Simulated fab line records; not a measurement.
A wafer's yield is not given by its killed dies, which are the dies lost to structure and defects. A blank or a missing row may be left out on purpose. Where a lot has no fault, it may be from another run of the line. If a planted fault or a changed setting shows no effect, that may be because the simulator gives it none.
Which tool was responsible?	flow sky130	12 lots with 35 wafers sampled at 5 steps, on a route of 708 steps

## WHAT THE GAUGES READ, wafer by wafer
SKY_METAL2_CD_MEAS_15: target cd 140 nm.
lot	measured	on	cd nm (nm)
L430	day 35 06:46	cd sem-02	141.7 141.8 142.5
L432	day 36 19:47	cd sem-02	139.7 140.4 139.2
L431	day 36 22:47	cd sem-02	141.0 143.0 141.8
L434	day 36 23:08	cd sem-01	139.8 139.7 141.2
L435	day 37 03:26	cd sem-01	140.7 140.8 141.3
L436	day 37 10:17	cd sem-02	138.7 138.9 140.1
L437	day 37 11:34	cd sem-01	139.4 138.9 138.7
L439	day 38 08:07	cd sem-02	142.1 141.6 142.1
L441	day 39 07:49	cd sem-02	141.6 140.8 139.3
L443	day 39 12:55	cd sem-02	140.6 142.0 140.7
L446	day 40 03:26	cd sem-01	135.2 139.4
L451	day 41 15:26	cd sem-02	138.3 139.1 138.6

SKY_METAL2_OVL_MEAS_16.
lot	measured	on	METAL2_OVL (nm)
L430	day 35 06:53	overlay-01	-2 2 -7
L432	day 36 19:55	overlay-01	-7 -15 -7
L431	day 36 22:53	overlay-02	-8 1 -4
L434	day 36 23:14	overlay-02	-17 -11 -9
L435	day 37 03:34	overlay-02	-9 3 -4
L436	day 37 10:25	overlay-01	-12 -16 -8
L437	day 37 11:41	overlay-01	-8 -5 -6
L439	day 38 08:14	overlay-01	-3 -9 -7
L441	day 39 07:54	overlay-02	3 -4 4
L443	day 39 13:00	overlay-02	-9 -12 -11
L446	day 40 03:30	overlay-02	-3 -6
L451	day 41 15:34	overlay-02	-1 -2 -2

## TOOL THAT RAN EACH LOT (tool first, then ch and the chambers of the sampled wafers, then the start)
lot	SKY_VIA1_ETCH_15	SKY_VIA1_CVD_21	SKY_METAL2_DEVELOP_14
L430	rie diel-01 ch 0,2,3, day 34 03:04	cvd w-02 ch 0,1, day 34 03:50	litho track-04 ch 0, day 35 06:00
L432	rie diel-02 ch 2,3, day 35 16:26	cvd w-02 ch 0,1, day 35 17:07	litho track-02 ch 0, day 36 19:00
L431	rie diel-02 ch 0,2,3, day 35 19:10	cvd w-01 ch 0,1, day 35 20:12	litho track-04 ch 0, day 36 22:00
L434	rie diel-04 ch 0,1, day 35 19:31	cvd w-02 ch 0,1, day 35 20:16	litho track-04 ch 0, day 36 22:00
L435	rie diel-02 ch 1,3, day 36 00:25	cvd w-02 ch 0,1, day 36 01:12	litho track-02 ch 0, day 37 03:00
L436	rie diel-02 ch 0,1,3, day 36 06:19	cvd w-01 ch 0,1, day 36 07:04	litho track-02 ch 0, day 37 10:00
L437	rie diel-04 ch 0,1,2, day 36 07:11	cvd w-01 ch 0,1, day 36 07:53	litho track-01 ch 0, day 37 11:00
L439	rie diel-02 ch 0,1,3, day 37 04:35	cvd w-02 ch 0, day 37 05:17	litho track-01 ch 0, day 38 07:00
L441	rie diel-01 ch 1,2,3, day 38 05:36	cvd w-01 ch 0,1, day 38 06:19	litho track-04 ch 0, day 39 07:00
L443	rie diel-02 ch 0,1,3, day 38 11:16	cvd w-01 ch 0,1, day 38 12:04	litho track-04 ch 0, day 39 12:00
L446	rie diel-01 ch 0,3, day 39 01:38	cvd w-01 ch 0,1, day 39 02:24	litho track-01 ch 0, day 40 03:00
L451	rie diel-02 ch 0,1, day 40 14:43	cvd w-01 ch 0,1, day 40 15:26	litho track-02 ch 0, day 41 15:00
- SKY_VIA1_ETCH_15: etches SiO2 in C4F8/O2/Ar, stops on TiN, target depth 351 nm, time 54 s.
- SKY_VIA1_CVD_21: deposits W, target thk 270 nm, time 80.902 s.
- SKY_METAL2_DEVELOP_14: develop time 60 s.

## AS READ BY THE TOOLS THEMSELVES (means over the sampled wafers that have a number; for cases with no such wafer, the mark the record gives instead)
SKY_VIA1_ETCH_15.
lot	tool	bias w (W)	oes product au (a.u.)
L430	rie diel-01	1202	0.977
L432	rie diel-02	1198	0.982
L431	rie diel-02	1200	0.984
L434	rie diel-04	1199	0.980
L435	rie diel-02	1206	0.975
L436	rie diel-02	1200	0.981
L437	rie diel-04	1203	0.978
L439	rie diel-02	1200	0.971
L441	rie diel-01	1199	0.982
L443	rie diel-02	1200	0.979
L446	rie diel-01	1202	0.979
L451	rie diel-02	1203	0.976

SKY_VIA1_CVD_21.
lot	tool	heater power w (W)
L430	cvd w-02	794
L432	cvd w-02	812
L431	cvd w-01	875
L434	cvd w-02	817
L435	cvd w-02	838
L436	cvd w-01	883
L437	cvd w-01	889
L439	cvd w-02	849
L441	cvd w-01	875
L443	cvd w-01	886
L446	cvd w-01	870
L451	cvd w-01	889

SKY_METAL2_DEVELOP_14.
lot	tool	resist line temp C (C)
L430	litho track-04	23.06
L432	litho track-02	22.99
L431	litho track-04	22.96
L434	litho track-04	23.08
L435	litho track-02	22.99
L436	litho track-02	23.06
L437	litho track-01	23.01
L439	litho track-01	23.03
L441	litho track-04	22.98
L443	litho track-04	22.93
L446	litho track-01	23.02
L451	litho track-02	22.87

## THE ANSWER, worked out from the rows above alone
Rule: the usual values come from the lots themselves. The widest of any qualifying gaps counts: lots, ordered by their means at a reading, are off when they make up no more than a third of the lots, leave a main group of 4 or more, and stand apart from it by 3 or more times the standard deviation of that group's means. If all means in a main group match to the digits the tables above print for the reading, that group is not used. A lot without any number at a reading at which 4 lots or more have one is off too. Any other lot the step has rows for is counted as sound. After the gauges, taken in route order, come the tools' own readings; for these a lot's mean is taken, as printed above. The first step at which some lot is off is used, and at that step the reading that is off furthest; a lot without a number counts as furthest.
None of the lots is off at any reading shown; this tells nothing.

## WHAT WAS PUT IN BY THE SIMULATOR
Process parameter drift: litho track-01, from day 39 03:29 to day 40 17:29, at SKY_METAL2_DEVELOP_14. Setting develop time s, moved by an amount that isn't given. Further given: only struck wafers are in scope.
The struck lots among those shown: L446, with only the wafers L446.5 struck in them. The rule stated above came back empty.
